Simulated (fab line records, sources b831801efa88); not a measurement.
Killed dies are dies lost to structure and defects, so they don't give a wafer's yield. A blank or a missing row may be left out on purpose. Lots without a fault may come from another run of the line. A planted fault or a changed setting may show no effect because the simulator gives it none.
Which tool did it? | flow gf180mcu | 13 lots, 39 wafers sampled, at 4 steps of a route of 602

WHAT THE GAUGES READ, wafer by wafer
GF_CONTACT_OVL_MEAS_15. Usual: CONTACT_OVL -2 nm, standard deviation 6.
lot  | measured     | on         | CONTACT_OVL (nm) | flag
L567 | day 16 19:58 | overlay-02 | 9 11 7           |
L569 | day 17 15:08 | overlay-01 | -6 8 3           |
L570 | day 18 01:09 | overlay-02 | -1 0 -2          |
L572 | day 18 15:53 | overlay-01 | -6 -7 -7         |
L573 | day 19 04:13 | overlay-01 | -10 -13 -11      |
L576 | day 20 01:57 | overlay-02 | -1 -5 5          |
L579 | day 21 07:29 | overlay-01 | -2 -1 -4         |
L580 | day 21 23:41 | overlay-02 | -3 -8 -1         |
L582 | day 22 09:22 | overlay-01 | 4 -4 1           |
L583 | day 22 20:31 | overlay-01 | -4 -3 9          |
L585 | day 23 10:22 | overlay-01 | -3 -11 -10       |
L586 | day 23 18:10 | overlay-02 | 1 -7 -9          |
L588 | day 24 03:35 | overlay-01 | 3 -1 3           |

GF_M1_THK_MEAS_06: measures by xrf. Usual: M1_ALCU_THK 448 nm, standard deviation 5.
lot  | measured     | on            | M1_ALCU_THK (nm) | flag
L567 | day 16 21:29 | film_metro-03 | 439 446 447      |
L569 | day 17 16:38 | film_metro-03 | 449 452 445      |
L570 | day 18 02:48 | film_metro-04 | 438 446 439      |
L572 | day 18 17:26 | film_metro-03 | 457 452 453      |
L573 | day 19 05:48 | film_metro-02 | 445 448 448      |
L576 | day 20 03:29 | film_metro-02 | 448 448 439      |
L579 | day 21 09:01 | film_metro-03 | 452 445 449      |
L580 | day 22 01:13 | film_metro-04 | 441 447 447      |
L582 | day 22 10:55 | film_metro-02 | 441 444 434      |
L583 | day 22 22:03 | film_metro-03 | 447 439 452      |
L585 | day 23 11:53 | film_metro-02 | 439 444 444      |
L586 | day 24 05:01 | film_metro-03 | 446 454 446      |
L588 | day 24 05:25 | film_metro-03 | 453 457 449      |

GF_V1_THK_MEAS_03. Usual: V1_CVD_02_THK 853 nm, standard deviation 12.
lot  | measured     | on            | V1_CVD_02_THK (nm) | flag
L567 | day 17 21:12 | film_metro-02 | 839 843 833        |
L569 | day 18 16:26 | film_metro-03 | 842 843 854        |
L570 | day 19 03:43 | film_metro-02 | 865 855 882        |
L572 | day 19 18:01 | film_metro-03 | 852 853 869        |
L573 | day 20 07:25 | film_metro-02 | 847 861 855        |
L576 | day 21 03:34 | film_metro-03 | 845 841 833        |
L579 | day 22 08:54 | film_metro-01 | 807 809 831        | OFF
L580 | day 23 01:02 | film_metro-03 | 849 860 867        |
L582 | day 23 10:08 | film_metro-03 | 852 854 865        |
L583 | day 23 20:55 | film_metro-02 | 856 866 866        |
L585 | day 24 10:36 | film_metro-01 | 853 851 869        |
L586 | day 25 03:53 | film_metro-03 | 857 857 875        |
L588 | day 25 04:06 | film_metro-02 | 835 837 849        |

WHICH TOOL RAN EACH LOT (tool, then ch and the chambers of the sampled wafers, then the start)
lot  | GF_V1_CVD_02
L567 | pecvd-03 ch 0,1,2, day 17 21:08
L569 | pecvd-03 ch 1,2, day 18 16:22
L570 | pecvd-02 ch 1,2, day 19 03:38
L572 | pecvd-02 ch 1,2, day 19 17:56
L573 | pecvd-03 ch 0,1, day 20 07:20
L576 | pecvd-03 ch 1,2, day 21 03:28
L579 | pecvd-01 ch 0,1, day 22 08:50
L580 | pecvd-02 ch 0,1, day 23 00:56
L582 | pecvd-02 ch 0,1,2, day 23 10:04
L583 | pecvd-02 ch 0,1,2, day 23 20:49
L585 | pecvd-02 ch 0,1,2, day 24 10:32
L586 | pecvd-02 ch 0,1, day 25 03:49
L588 | pecvd-01 ch 0,2, day 25 04:02
- GF_V1_CVD_02: deposits SiO2 from TEOS, target thk 850 nm, time 94.851 s.

WHAT THE TOOLS THEMSELVES READ (means of the sampled wafers that have a number; where no wafer has one, the mark that the record gives instead)
GF_V1_CVD_02. Usual: heater_power_w 694 W, standard deviation 130.
lot  | tool     | heater_power_w (W) | flag
L567 | pecvd-03 | 633                |
L569 | pecvd-03 | 638                |
L570 | pecvd-02 | 692                |
L572 | pecvd-02 | 573                |
L573 | pecvd-03 | 738                |
L576 | pecvd-03 | 695                |
L579 | pecvd-01 | 635                |
L580 | pecvd-02 | 615                |
L582 | pecvd-02 | 680                |
L583 | pecvd-02 | 614                |
L585 | pecvd-02 | 714                |
L586 | pecvd-02 | 711                |
L588 | pecvd-01 | 760                |

THE ANSWER, worked out from the rows above alone
Rule: a lot is off if the mean of its wafers that have a number lies more than 3 standard deviations from the usual mean. A lot without any number at a reading at which 4 lots or more have one is off too. The other lots that the step has rows for count as sound. The gauges are gone through in route order, then the tools' own readings, and for those a lot's mean is taken as printed above. The first step at which some lot is off is used, and at that step the reading that is off furthest; a lot without a number counts as furthest.
Off: L579, at GF_V1_THK_MEAS_03 (V1_CVD_02_THK).
A tool fits if, at a process step before that reading, it ran every lot that is off, and no sound lot after the first of them. The gauges at GF_V1_THK_MEAS_03 are tried like those tools. None of those tried fits.

WHAT THE SIMULATOR HAD PUT IN
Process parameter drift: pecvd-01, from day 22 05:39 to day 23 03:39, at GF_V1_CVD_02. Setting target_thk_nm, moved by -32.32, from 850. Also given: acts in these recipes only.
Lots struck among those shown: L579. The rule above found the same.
